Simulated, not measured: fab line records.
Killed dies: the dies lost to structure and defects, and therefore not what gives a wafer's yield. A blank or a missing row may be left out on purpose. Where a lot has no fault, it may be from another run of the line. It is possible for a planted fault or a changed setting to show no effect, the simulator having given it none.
Which of the tools did it?    flow gf180mcu    at 1 step of a route of 602, 7 lots with 21 wafers sampled

== WHAT EACH GAUGE READ, for each wafer ==
GF_M4_RS_MEAS_05: a four-point-probe measurement.
lot   measured      on             M4_ALCU_RS (ohm/sq)
L770  day 23 06:58  film metro-02  0.0714 0.0705 0.0701
L772  day 23 22:34  film metro-02  0.0709 0.0706 0.0699
L774  day 24 18:20  film metro-04  0.0703 0.0706 0.0695
L776  day 25 10:49  film metro-01  0.0707 0.0701 0.0702
L781  day 27 01:38  film metro-04  0.0691 0.0706 0.0692
L786  day 28 11:52  film metro-04  0.0693 0.0699 0.0689
L790  day 29 11:28  film metro-02  0.0716 0.0708 0.0713

== TOOL THAT RAN EACH LOT (tool first, then ch and the chambers of the sampled wafers, then the start) ==
Before these readings, the record contains no process step.

== THE ANSWER, worked out from the rows above alone ==
Rule: what is usual is taken from the lots themselves. The widest of any qualifying gaps counts: lots, ordered by their means at a reading, are off when they make up no more than a third of the lots, leave a main group of 4 or more, and stand apart from it by 3 or more times the standard deviation of that group's means. If all means in a main group match to the digits the tables above print for the reading, that group is not used. Also off: a lot with no number at a reading for which 4 or more lots have one. Any other lot the step has rows for is counted as sound.
No lot is off on any of the readings shown, so nothing can be concluded from this.

== WHAT HAD BEEN PUT IN BY THE SIMULATOR ==
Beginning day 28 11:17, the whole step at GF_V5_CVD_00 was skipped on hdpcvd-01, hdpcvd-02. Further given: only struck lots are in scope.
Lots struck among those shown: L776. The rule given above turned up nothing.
